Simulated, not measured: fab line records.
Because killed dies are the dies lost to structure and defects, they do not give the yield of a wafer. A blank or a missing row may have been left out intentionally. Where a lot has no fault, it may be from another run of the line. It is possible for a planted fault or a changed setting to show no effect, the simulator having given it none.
fab line records    flow sky130
[record] lots = 24  wafers = 72  lastDay = 50
route steps=708 shown CONTACT@421 VIA1@471 METAL3@534 VIA4@650
lots untouched by any fault: they come from a run of this same line in which no faults occurred
startH: the number of hours between the record's first day and the start of the first shown wafer of the lot    waitH: hours from the lot's prior step to this one    " unchanged from the row above    L1.1+2: a single row standing in for several wafers    - no value, or no start given    * or withheld: withheld    < > ~ a bound
route shown NAME@n: NAME is a module with steps in the file, n the number in the route of the first one    usual: mean/standard deviation taken from wafers without a fault    same: alike in all rows    chamber/n: place in a boat    sites: per-site readings    _std_site: standard deviation of those values    _edge_site: outer sites' mean less inner sites'    radiusMm: how far each site lies from the wafer's centre    mask NAME#n: copy n    behind: the tool/chamber that last shaped the wafer    hold: reason for holding the lot/hours on hold/outcome of the hold    device: the transistor (n, p or np) that didn't switch    end of line: tests run on the same wafers once the route is complete    where a step has no rows: the recipe by itself    killed: count of dies lost to structure and defects at first sort (not the wafer's yield)    map: dies across one wafer; x = killed, . = not, _ = none there
set.NAME: setting as actually run; set.NAME@STEP: the setting as run at that earlier step    model.NAME: the simulator's own value behind a step, which no gauge read
one table for each step of the route and one row for each wafer, over a sample of lots
services: the hour from which a tool's chamber was out of use, counted from the record's first day as startH (under 0 if before that day), plus the number of hours and why
[[steps]]
[step SKY_CONTACT_OVL_MEAS_15]
[usual] CONTACT_OVL = -2/4.8
lot.wafer  tool        chamber  startH  waitH  CONTACT_OVL[nm]
L074.1     overlay-02  -        740.21  0.1    -2
L074.2     "           -        "       "      3
L074.6     "           -        "       "      -2
L075.1     overlay-02  -        749.35  0.1    -6
L075.2     "           -        "       "      -3
L075.6     "           -        "       "      -3
L077.3     overlay-01  -        769.97  0.1    -6
L077.5     "           -        "       "      0
L077.6     "           -        "       "      -3
L076.4     overlay-01  -        775.47  0.1    5
L076.5     "           -        "       "      -5
L076.6     "           -        "       "      2
L078.1     overlay-01  -        782.92  0.1    1
L078.4     "           -        "       "      -4
L078.6     "           -        "       "      -2
L079.1     overlay-02  -        783.81  0.1    -1
L079.4     "           -        "       "      -4
L079.6     "           -        "       "      -5
L080.1     overlay-02  -        792.10  0.1    0
L080.2     "           -        "       "      0
L080.5     "           -        "       "      0
L081.2     overlay-01  -        802.36  0.1    -9
L081.4     "           -        "       "      -4
L081.6     "           -        "       "      -6
L082.1     overlay-02  -        812.75  0.1    0
L082.2     "           -        "       "      4
L082.5     "           -        "       "      4
L083.3     overlay-02  -        818.77  0.1    -8
L083.4     "           -        "       "      1
L083.6     "           -        "       "      2
L084.4     overlay-02  -        825.69  0.1    -7
L084.5     "           -        "       "      -9
L084.6     "           -        "       "      -11
L085.2     overlay-02  -        837.67  0.1    5
L085.4     "           -        "       "      2
L085.6     "           -        "       "      9
L086.2     overlay-02  -        842.37  0.1    0
L086.3     "           -        "       "      11
L086.6     "           -        "       "      1
L087.1     overlay-02  -        848.17  0.1    3
L087.4     "           -        "       "      -2
L087.6     "           -        "       "      0
L088.3     overlay-02  -        856.82  0.1    -4
L088.5     "           -        "       "      5
L088.6     "           -        "       "      -5
L089.3     overlay-01  -        862.88  0.1    5
L089.4     "           -        "       "      5
L089.6     "           -        "       "      -2
L090.2     overlay-01  -        872.47  0.1    0
L090.4     "           -        "       "      -2
L090.5     "           -        "       "      7
L091.2     overlay-02  -        877.56  0.1    -7
L091.3     "           -        "       "      -6
L091.5     "           -        "       "      0
L092.1     overlay-01  -        884.36  0.1    0
L092.2     "           -        "       "      1
L092.6     "           -        "       "      0
L093.3     overlay-02  -        887.47  0.1    -4
L093.4     "           -        "       "      -3
L093.6     "           -        "       "      -11
L094.1     overlay-02  -        893.61  0.1    -7
L094.3     "           -        "       "      -11
L094.6     "           -        "       "      -2
L095.2     overlay-01  -        900.77  0.1    2
L095.3     "           -        "       "      -4
L095.4     "           -        "       "      6
L096.1     overlay-02  -        904.97  0.1    -4
L096.2     "           -        "       "      -8
L096.3     "           -        "       "      -4
L097.3     overlay-01  -        920.53  0.1    -6
L097.4     "           -        "       "      -4
L097.5     "           -        "       "      -3
[step SKY_VIA1_OVL_MEAS_13]
[usual] VIA1_OVL = -1/4.6
lot.wafer  tool        chamber  startH  waitH  VIA1_OVL[nm]
L074.1     overlay-01  -        794.80  0.1    -12
L074.2     "           -        "       "      -8
L074.6     "           -        "       "      -13
L075.1     overlay-02  -        802.72  0.1    -6
L075.2     "           -        "       "      -4
L075.6     "           -        "       "      1
L077.3     overlay-01  -        821.57  0.1    0
L077.5     "           -        "       "      0
L077.6     "           -        "       "      -1
L076.4     overlay-02  -        827.17  0.1    -3
L076.5     "           -        "       "      -9
L076.6     "           -        "       "      -5
L078.1     overlay-01  -        833.40  0.1    1
L078.4     "           -        "       "      0
L078.6     "           -        "       "      0
L079.1     overlay-02  -        834.90  0.1    0
L079.4     "           -        "       "      3
L079.6     "           -        "       "      -3
L080.1     overlay-02  -        844.80  0.1    -2
L080.2     "           -        "       "      -6
L080.5     "           -        "       "      -1
L081.2     overlay-02  -        854.97  0.1    6
L081.4     "           -        "       "      0
L081.6     "           -        "       "      0
L082.1     overlay-01  -        865.72  0.1    -6
L082.2     "           -        "       "      -1
L082.5     "           -        "       "      -2
L083.3     overlay-01  -        873.62  0.1    -1
L083.4     "           -        "       "      3
L083.6     "           -        "       "      0
L084.4     overlay-01  -        880.42  0.1    1
L084.5     "           -        "       "      -2
L084.6     "           -        "       "      -5
L085.2     overlay-01  -        891.87  0.1    4
L085.4     "           -        "       "      2
L085.6     "           -        "       "      5
L086.2     overlay-01  -        896.67  0.1    2
L086.3     "           -        "       "      5
L086.6     "           -        "       "      -1
L087.1     overlay-01  -        902.50  0.1    5
L087.4     "           -        "       "      1
L087.6     "           -        "       "      -2
L088.3     overlay-02  -        911.02  0.1    -4
L088.5     "           -        "       "      -5
L088.6     "           -        "       "      0
L089.3     overlay-01  -        916.82  0.1    7
L089.4     "           -        "       "      7
L089.6     "           -        "       "      5
L090.2     overlay-01  -        926.71  0.1    4
L090.4     "           -        "       "      -5
L090.5     "           -        "       "      5
L091.2     overlay-01  -        931.81  0.1    -11
L091.3     "           -        "       "      -10
L091.5     "           -        "       "      -9
L092.1     overlay-01  -        941.74  0.1    -4
L092.2     "           -        "       "      -2
L092.6     "           -        "       "      -1
L093.3     overlay-01  -        942.86  0.1    2
L093.4     "           -        "       "      4
L093.6     "           -        "       "      6
L094.1     overlay-02  -        947.15  0.1    -6
L094.3     "           -        "       "      2
L094.6     "           -        "       "      -1
L095.2     overlay-02  -        953.09  0.1    -4
L095.3     "           -        "       "      -6
L095.4     "           -        "       "      0
L096.1     overlay-01  -        958.16  0.1    -1
L096.2     "           -        "       "      0
L096.3     "           -        "       "      -3
L097.3     overlay-01  -        973.31  0.1    0
L097.4     "           -        "       "      3
L097.5     "           -        "       "      -8
[step SKY_METAL3_SPUTTER_02]
[recipe] material = AlCu  targetThkNm = 735  powerW = 10600  timeS = 39.1  chamberPressurePa = 0.4
[usual] throttleValvePct = 30.0/0.98
lot.wafer  tool           chamber  startH   waitH  throttleValvePct
L074.1     pvdSputter-02  -        848.82   0.0    29.5
L074.2     "              -        "        "      30.4
L074.6     "              -        "        "      31.4
L075.1     pvdSputter-03  -        857.06   0.0    31.7
L075.2     "              -        "        "      28.2
L075.6     "              -        "        "      28.8
L077.3     pvdSputter-03  -        877.00   0.0    28.1
L077.5     "              -        "        "      30.1
L077.6     "              -        "        "      29.1
L076.4     pvdSputter-02  -        883.59   0.0    29.7
L076.5     "              -        "        "      29.4
L076.6     "              -        "        "      30.9
L078.1     pvdSputter-04  -        889.91   0.0    30.0
L078.4     "              -        "        "      29.7
L078.6     "              -        "        "      29.9
L079.1     pvdSputter-03  -        891.73   0.0    31.3
L079.4     "              -        "        "      30.5
L079.6     "              -        "        "      28.8
L080.1     pvdSputter-03  -        900.15   0.0    29.0
L080.2     "              -        "        "      31.6
L080.5     "              -        "        "      31.6
L081.2     pvdSputter-02  -        908.70   0.0    29.3
L081.4     "              -        "        "      30.4
L081.6     "              -        "        "      30.5
L082.1     pvdSputter-04  -        920.18   0.0    29.9
L082.2     "              -        "        "      30.1
L082.5     "              -        "        "      29.3
L083.3     pvdSputter-04  -        931.67   0.0    29.9
L083.4     "              -        "        "      28.8
L083.6     "              -        "        "      30.0
L084.4     pvdSputter-02  -        934.26   0.0    29.6
L084.5     "              -        "        "      31.1
L084.6     "              -        "        "      29.6
L085.2     pvdSputter-03  -        948.22   0.0    29.0
L085.4     "              -        "        "      30.6
L085.6     "              -        "        "      30.2
L086.2     pvdSputter-04  -        950.03   0.0    28.8
L086.3     "              -        "        "      29.3
L086.6     "              -        "        "      29.7
L087.1     pvdSputter-03  -        956.51   0.0    28.5
L087.4     "              -        "        "      29.1
L087.6     "              -        "        "      31.7
L088.3     pvdSputter-03  -        969.23   0.0    29.0
L088.5     "              -        "        "      32.0
L088.6     "              -        "        "      28.3
L089.3     pvdSputter-02  -        972.25   0.0    30.4
L089.4     "              -        "        "      29.7
L089.6     "              -        "        "      30.3
L090.2     pvdSputter-02  -        979.85   0.0    30.9
L090.4     "              -        "        "      30.3
L090.5     "              -        "        "      30.4
L091.2     pvdSputter-02  -        984.59   0.0    30.4
L091.3     "              -        "        "      29.7
L091.5     "              -        "        "      31.0
L092.1     pvdSputter-04  -        993.48   0.0    29.7
L092.2     "              -        "        "      29.6
L092.6     "              -        "        "      29.9
L093.3     pvdSputter-03  -        995.58   0.0    31.7
L093.4     "              -        "        "      30.4
L093.6     "              -        "        "      29.2
L094.1     pvdSputter-04  -        999.25   0.0    29.8
L094.3     "              -        "        "      29.9
L094.6     "              -        "        "      29.6
L095.2     pvdSputter-03  -        1005.87  0.0    31.8
L095.3     "              -        "        "      30.3
L095.4     "              -        "        "      29.0
L096.1     pvdSputter-04  -        1009.18  0.0    29.6
L096.2     "              -        "        "      30.1
L096.3     "              -        "        "      28.8
L097.3     pvdSputter-02  -        1024.76  0.0    31.0
L097.4     "              -        "        "      30.8
L097.5     "              -        "        "      31.1
[step SKY_METAL3_ETCH_17]
[recipe] target = SiO2  stopOn = TiN  chemistry = C4F8/O2/Ar  sourceW = 1500  biasW = 1200  pressureMtorr = 40  c4f8FlowSccm = withheld  O2_flow_sccm = 6  Ar_flow_sccm = 300  timeS = 3.9  targetDepthA = 150
[usual] oesProductAu = 0.755/0.0074
lot.wafer  tool        chamber  startH   waitH  oesProductAu  rfHoursCounterH
L074.1     rieDiel-04  2        901.32   0.1    0.741         15
L074.2     "           1        "        "      0.743         0
L074.6     "           0        "        "      0.762         -
L075.1     rieDiel-04  0        908.33   0.1    0.749         14
L075.2     "           3        "        "      0.743         6
L075.6     "           3        "        "      0.756         -
L077.3     rieDiel-04  3        928.33   0.0    0.746         7
L077.5     "           2        "        "      0.753         -
L077.6     "           3        "        "      0.768         -
L076.4     rieDiel-02  0        934.77   0.0    0.755         14
L076.5     "           2        "        "      0.760         -
L076.6     "           1        "        "      0.749         -
L078.1     rieDiel-02  1        940.72   0.1    0.752         21
L078.4     "           2        "        "      0.756         23
L078.6     "           3        "        "      0.753         -
L079.1     rieDiel-02  1        943.52   0.1    0.751         21
L079.4     "           0        "        "      0.749         15
L079.6     "           2        "        "      0.754         -
L080.1     rieDiel-04  2        950.18   0.1    0.753         16
L080.2     "           3        "        "      0.745         7
L080.5     "           0        "        "      0.755         -
L081.2     rieDiel-03  2        959.32   0.1    0.757         7
L081.4     "           3        "        "      0.762         -
L081.6     "           1        "        "      0.762         -
L082.1     rieDiel-03  1        970.32   0.1    0.751         8
L082.2     "           2        "        "      0.751         7
L082.5     "           3        "        "      0.770         -
L083.3     rieDiel-04  0        980.47   0.0    0.746         16
L083.4     "           2        "        "      0.761         17
L083.6     "           3        "        "      0.755         -
L084.4     rieDiel-04  3        984.47   0.0    0.752         8
L084.5     "           0        "        "      0.771         -
L084.6     "           1        "        "      0.759         -
L085.2     rieDiel-03  0        997.77   0.1    0.754         17
L085.4     "           3        "        "      0.756         23
L085.6     "           2        "        "      0.761         -
L086.2     rieDiel-03  0        999.47   0.1    0.739         17
L086.3     "           2        "        "      0.751         8
L086.6     "           1        "        "      0.755         -
L087.1     rieDiel-02  1        1003.93  0.1    0.751         23
L087.4     "           2        "        "      0.764         26
L087.6     "           1        "        "      0.758         -
L088.3     rieDiel-04  2        1016.27  0.0    0.762         17
L088.5     "           0        "        "      0.758         -
L088.6     "           3        "        "      0.759         -
L089.3     rieDiel-03  3        1020.17  0.0    0.755         24
L089.4     "           0        "        "      0.756         18
L089.6     "           1        "        "      0.748         -
L090.2     rieDiel-03  1        1026.92  0.1    0.758         10
L090.4     "           2        "        "      0.753         9
L090.5     "           1        "        "      0.746         -
L091.2     rieDiel-04  3        1031.92  0.1    0.749         9
L091.3     "           2        "        "      0.756         18
L091.5     "           2        "        "      0.758         -
L092.1     rieDiel-04  2        1039.92  0.1    0.763         18
L092.2     "           0        "        "      0.747         17
L092.6     "           2        "        "      0.754         -
L093.3     rieDiel-03  0        1042.48  0.0    0.754         19
L093.4     "           3        "        "      0.758         -
L093.6     "           0        "        "      0.757         -
L094.1     rieDiel-03  0        1045.48  0.1    0.755         19
L094.3     "           3        "        "      0.740         25
L094.6     "           0        "        "      0.763         -
L095.2     rieDiel-03  3        1052.13  0.1    0.761         25
L095.3     "           0        "        "      0.748         19
L095.4     "           2        "        "      0.752         -
L096.1     rieDiel-02  1        1053.82  0.1    0.753         25
L096.2     "           3        "        "      0.745         21
L096.3     "           0        "        "      0.764         19
L097.3     rieDiel-04  0        1070.54  0.0    0.757         18
L097.4     "           1        "        "      0.765         4
L097.5     "           0        "        "      0.771         -
[step SKY_METAL3_METAL_ETCH_18]
[recipe] targetDepthA = 8450  stopOn = SiO2  overEtchFrac = 0.3  timeS = 183.1  chemistry = Cl2/BCl3  resistSidewallDeg = 88  pressureMtorr = 10  icpW = 900  biasW = 48.5  Cl2_flow_sccm = 60  bcl3FlowSccm = 30
[usual] drypumpMotorCurrentA = 5.9/0.37  oesProductAu = 0.862/0.007  throttleValvePct = 22.265/0.0086
[same] overEtchFrac = 0.3
lot.wafer  tool         chamber  startH   waitH  drypumpMotorCurrentA  oesProductAu  rfHoursCounterH  throttleValvePct
L074.1     rieMetal-04  0        901.34   0.0    6.3                   0.864         17               22.253
L074.2     "            0        "        "      6.3                   0.869         -                22.268
L074.6     "            0        "        "      6.4                   0.863         -                22.272
L075.1     rieMetal-04  0        908.35   0.0    6.3                   0.867         17               22.252
L075.2     "            1        "        "      5.4                   0.871         0                22.265
L075.6     "            1        "        "      5.4                   0.867         -                22.270
L077.3     rieMetal-03  1        928.47   0.1    6.0                   0.863         -                22.273
L077.5     "            1        "        "      6.0                   0.857         -                22.286
L077.6     "            1        "        "      6.0                   0.860         -                22.265
L076.4     rieMetal-03  1        934.96   0.2    6.0                   0.874         -                22.279
L076.5     "            1        "        "      6.0                   0.875         -                22.268
L076.6     "            1        "        "      5.9                   0.860         -                22.267
L078.1     rieMetal-04  1        940.74   0.0    5.3                   0.860         2                22.266
L078.4     "            1        "        "      5.4                   0.873         -                22.269
L078.6     "            1        "        "      5.4                   0.857         -                22.255
L079.1     rieMetal-04  1        943.54   0.0    5.4                   0.859         2                22.265
L079.4     "            1        "        "      5.3                   0.853         -                22.277
L079.6     "            1        "        "      5.3                   0.852         -                22.276
L080.1     rieMetal-04  1        950.20   0.0    5.4                   0.867         3                22.260
L080.2     "            0        "        "      6.3                   0.855         0                22.270
L080.5     "            1        "        "      5.4                   0.862         -                22.273
L081.2     rieMetal-03  0        959.34   0.0    5.6                   0.861         14               22.269
L081.4     "            1        "        "      6.0                   0.854         -                22.272
L081.6     "            1        "        "      6.0                   0.855         -                22.256
L082.1     rieMetal-03  0        970.34   0.0    5.6                   0.868         15               22.280
L082.2     "            1        "        "      6.0                   0.871         12               22.276
L082.5     "            1        "        "      6.0                   0.865         -                22.269
L083.3     rieMetal-03  0        980.55   0.1    5.6                   0.871         -                22.259
L083.4     "            1        "        "      6.0                   0.852         -                22.281
L083.6     "            0        "        "      5.6                   0.864         -                22.268
L084.4     rieMetal-04  0        984.55   0.1    6.3                   0.858         -                22.242
L084.5     "            0        "        "      6.4                   0.860         -                22.255
L084.6     "            1        "        "      5.4                   0.863         -                22.266
L085.2     rieMetal-02  1        997.79   0.0    6.3                   0.864         8                22.268
L085.4     "            1        "        "      6.3                   0.862         -                22.268
L085.6     "            0        "        "      6.0                   0.847         -                22.270
L086.2     rieMetal-02  0        999.49   0.0    6.0                   0.854         13               22.273
L086.3     "            1        "        "      6.3                   0.861         -                22.262
L086.6     "            1        "        "      6.3                   0.865         -                22.262
L087.1     rieMetal-03  1        1003.95  0.0    6.0                   0.865         14               22.270
L087.4     "            0        "        "      5.6                   0.864         -                22.267
L087.6     "            0        "        "      5.6                   0.856         -                22.251
L088.3     rieMetal-03  1        1016.35  0.1    6.0                   0.858         -                22.270
L088.5     "            0        "        "      5.6                   0.869         -                22.280
L088.6     "            1        "        "      6.0                   0.861         -                22.271
L089.3     rieMetal-03  1        1020.25  0.1    6.0                   0.856         -                22.265
L089.4     "            0        "        "      5.6                   0.868         -                22.266
L089.6     "            0        "        "      5.6                   0.853         -                22.269
L090.2     rieMetal-04  1        1026.94  0.0    5.4                   0.865         7                22.274
L090.4     "            0        "        "      6.3                   0.863         -                22.264
L090.5     "            0        "        "      6.3                   0.856         -                22.254
L091.2     rieMetal-04  1        1031.94  0.0    5.4                   0.864         7                22.257
L091.3     "            1        "        "      5.4                   0.865         -                22.270
L091.5     "            0        "        "      6.3                   0.862         -                22.279
L092.1     rieMetal-03  0        1039.94  0.0    5.6                   0.874         19               22.263
L092.2     "            1        "        "      6.0                   0.861         16               22.262
L092.6     "            1        "        "      6.0                   0.882         -                22.267
L093.3     rieMetal-02  1        1042.56  0.1    6.3                   0.861         -                22.258
L093.4     "            0        "        "      6.0                   0.853         -                22.261
L093.6     "            0        "        "      6.0                   0.868         -                22.266
L094.1     rieMetal-02  1        1045.50  0.0    6.3                   0.865         11               22.251
L094.3     "            0        "        "      6.0                   0.871         -                22.263
L094.6     "            1        "        "      6.3                   0.873         -                22.246
L095.2     rieMetal-04  1        1052.15  0.0    5.3                   0.865         8                22.264
L095.3     "            0        "        "      6.4                   0.853         -                22.278
L095.4     "            1        "        "      5.4                   0.864         -                22.263
L096.1     rieMetal-04  1        1053.84  0.0    5.4                   0.858         8                22.269
L096.2     "            0        "        "      6.4                   0.865         5                22.264
L096.3     "            0        "        "      6.4                   0.839         -                22.253
L097.3     rieMetal-02  0        1070.61  0.1    6.0                   0.857         -                22.261
L097.4     "            1        "        "      6.3                   0.849         -                22.253
L097.5     "            0        "        "      6.0                   0.875         -                22.266
[step SKY_VIA4_OVL_MEAS_11]
[usual] VIA4_OVL = -0.3/1.6
lot.wafer  tool        chamber  startH   waitH  VIA4_OVL[nm]
L074.1     overlay-02  -        1003.68  0.1    0.7
L074.2     "           -        "        "      0.7
L074.6     "           -        "        "      3.1
L075.1     overlay-01  -        1008.85  0.1    1.4
L075.2     "           -        "        "      -0.6
L075.6     "           -        "        "      1.0
L077.3     overlay-01  -        1028.15  0.1    0.0
L077.5     "           -        "        "      0.0
L077.6     "           -        "        "      0.5
L076.4     overlay-01  -        1036.22  0.1    -1.7
L076.5     "           -        "        "      -2.0
L076.6     "           -        "        "      -1.3
L078.1     overlay-02  -        1039.29  0.1    1.6
L078.4     "           -        "        "      2.0
L078.6     "           -        "        "      1.4
L079.1     overlay-02  -        1042.53  0.1    0.8
L079.4     "           -        "        "      0.0
L079.6     "           -        "        "      0.3
L080.1     overlay-01  -        1048.79  0.1    0.5
L080.2     "           -        "        "      -1.2
L080.5     "           -        "        "      -0.4
L081.2     overlay-02  -        1056.80  0.1    -0.9
L081.4     "           -        "        "      -2.9
L081.6     "           -        "        "      -0.2
L082.1     overlay-02  -        1066.59  0.1    -0.1
L082.2     "           -        "        "      -1.1
L082.5     "           -        "        "      -0.5
L083.3     overlay-01  -        1076.41  0.1    -0.3
L083.4     "           -        "        "      -2.3
L083.6     "           -        "        "      -1.5
L084.4     overlay-02  -        1083.02  0.1    -0.2
L084.5     "           -        "        "      -0.7
L084.6     "           -        "        "      -0.6
L085.2     overlay-01  -        1091.76  0.1    -1.0
L085.4     "           -        "        "      -1.4
L085.6     "           -        "        "      -1.8
L086.2     overlay-01  -        1093.79  0.1    -1.5
L086.3     "           -        "        "      -1.8
L086.6     "           -        "        "      -1.4
L087.1     overlay-01  -        1097.00  0.1    -3.2
L087.4     "           -        "        "      -1.5
L087.6     "           -        "        "      -2.0
L088.3     overlay-01  -        1108.80  0.1    1.9
L088.5     "           -        "        "      3.0
L088.6     "           -        "        "      2.2
L089.3     overlay-01  -        1114.10  0.1    -2.7
L089.4     "           -        "        "      -3.0
L089.6     "           -        "        "      -2.2
L090.2     overlay-01  -        1117.84  0.1    0.2
L090.4     "           -        "        "      2.6
L090.5     "           -        "        "      0.4
L091.2     overlay-01  -        1121.04  0.1    -0.1
L091.3     "           -        "        "      -0.8
L091.5     "           -        "        "      -0.1
L092.1     overlay-01  -        1128.79  0.1    -1.6
L092.2     "           -        "        "      -1.0
L092.6     "           -        "        "      -0.2
L093.3     overlay-02  -        1130.45  0.1    -1.3
L093.4     "           -        "        "      -1.8
L093.6     "           -        "        "      -2.2
L094.1     overlay-01  -        1133.64  0.1    -1.7
L094.3     "           -        "        "      -0.8
L094.6     "           -        "        "      -3.1
L095.2     overlay-01  -        1137.66  0.1    0.7
L095.3     "           -        "        "      -0.6
L095.4     "           -        "        "      1.2
L096.1     overlay-02  -        1139.35  0.1    -0.9
L096.2     "           -        "        "      -0.7
L096.3     "           -        "        "      -1.2
L097.3     overlay-01  -        1155.20  0.1    2.0
L097.4     "           -        "        "      3.5
L097.5     "           -        "        "      1.5
[[services]]
tool           chamber  startH   hours  kind
pvdSputter-03  -        824.93   2.9    repair
rieMetal-03    0        827.87   1.1    repair
rieDiel-03     0        835.31   12.3   repair
rieDiel-03     -        844.97   4.3    pm
pvdSputter-02  -        871.33   5.8    repair
rieDiel-04     1        895.56   2.7    repair
rieDiel-03     2        905.64   2.8    repair
rieMetal-03    0        920.99   17.3   repair
rieDiel-03     2        922.54   9.0    repair
pvdSputter-04  -        923.37   1.8    repair
rieDiel-03     0        955.39   4.8    repair
rieMetal-04    -        969.54   1.4    pm
rieMetal-04    0        972.82   4.8    repair
pvdSputter-04  -        978.23   4.6    repair
pvdSputter-04  -        993.71   3.4    repair
pvdSputter-02  -        998.61   5.5    repair
rieDiel-04     -        1007.34  0.8    repair
rieDiel-04     2        1020.19  4.4    repair
pvdSputter-04  -        1023.62  2.4    repair
rieDiel-04     1        1031.27  22.1   repair
rieDiel-03     1        1033.38  76.9   repair
rieDiel-04     3        1044.40  1.9    repair
pvdSputter-04  -        1059.55  3.9    repair
pvdSputter-04  -        1061.28  7.2    repair
[[key]]
fault none
